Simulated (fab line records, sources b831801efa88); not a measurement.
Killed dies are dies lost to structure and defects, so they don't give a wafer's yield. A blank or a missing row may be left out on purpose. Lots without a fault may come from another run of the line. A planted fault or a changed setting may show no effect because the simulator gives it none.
Chamber matching | flow gf180mcu | GF_V1_ETCH_16 on rie_diel-04: 4 sister chambers
The step etches BARC in N2/H2. 8 wafers are shown with their chamber, then 8 later ones without.

WAFERS WITH THEIR CHAMBER
wafer  | chamber | oes_product_au (a.u.) | bias_w (W)
L441.1 | 1       | 0.855                 | 99.8
L442.3 | 2       | 0.866                 | 100.6
L442.4 | 0       | 0.863                 | 100.5
L442.6 | 3       | 0.854                 | 99.7
L447.1 | 1       | 0.858                 | 100.1
L447.2 | 0       | 0.849                 | 100.2
L447.4 | 2       | 0.851                 | 99.9
L448.3 | 3       | 0.856                 | 100.5

WAFERS WITHOUT THEIR CHAMBER
wafer  | oes_product_au (a.u.) | bias_w (W)
L448.4 | 0.858                 | 99.7
L448.5 | 0.854                 | 100.2
L451.1 | 0.865                 | 99.5
L451.2 | 0.855                 | 100.1
L451.6 | 0.859                 | 100.2
L455.3 | 0.855                 | 99.8
L455.4 | 0.854                 | 100.0
L455.5 | 0.861                 | 100.2

WHICH CHAMBER EACH WENT THROUGH
wafer  | from the rows above               | in truth
L448.4 | can't be placed: 1 or 3 or 2 or 0 | 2
L448.5 | can't be placed: 3 or 0 or 2 or 1 | 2
L451.1 | can't be placed: 1 or 3 or 2 or 0 | 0
L451.2 | can't be placed: 3 or 1 or 2 or 0 | 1
L451.6 | can't be placed: 2 or 0 or 3 or 1 | 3
L455.3 | can't be placed: 1 or 3 or 2 or 0 | 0
L455.4 | can't be placed: 3 or 1 or 2 or 0 | 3
L455.5 | can't be placed: 2 or 0 or 3 or 1 | 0
Placed correctly: 0 of 8. Can't be placed from these rows: 8 (the true chamber is among the candidates in 8). Placed wrongly: 0.
How it was worked out, from the rows above alone: a wafer's distance from a chamber is the root of the sum, over the readings, of the square of ((its reading less the chamber's mean) divided by the reading's scatter). The wafer belongs to the nearest chamber; if the next one is less than 2 further off, it can't be placed. A chamber's mean is the mean of its shown wafers. The scatter: the root of (the sum of the squares of (reading less its chamber's mean) over the shown wafers, divided by (wafers less chambers)).
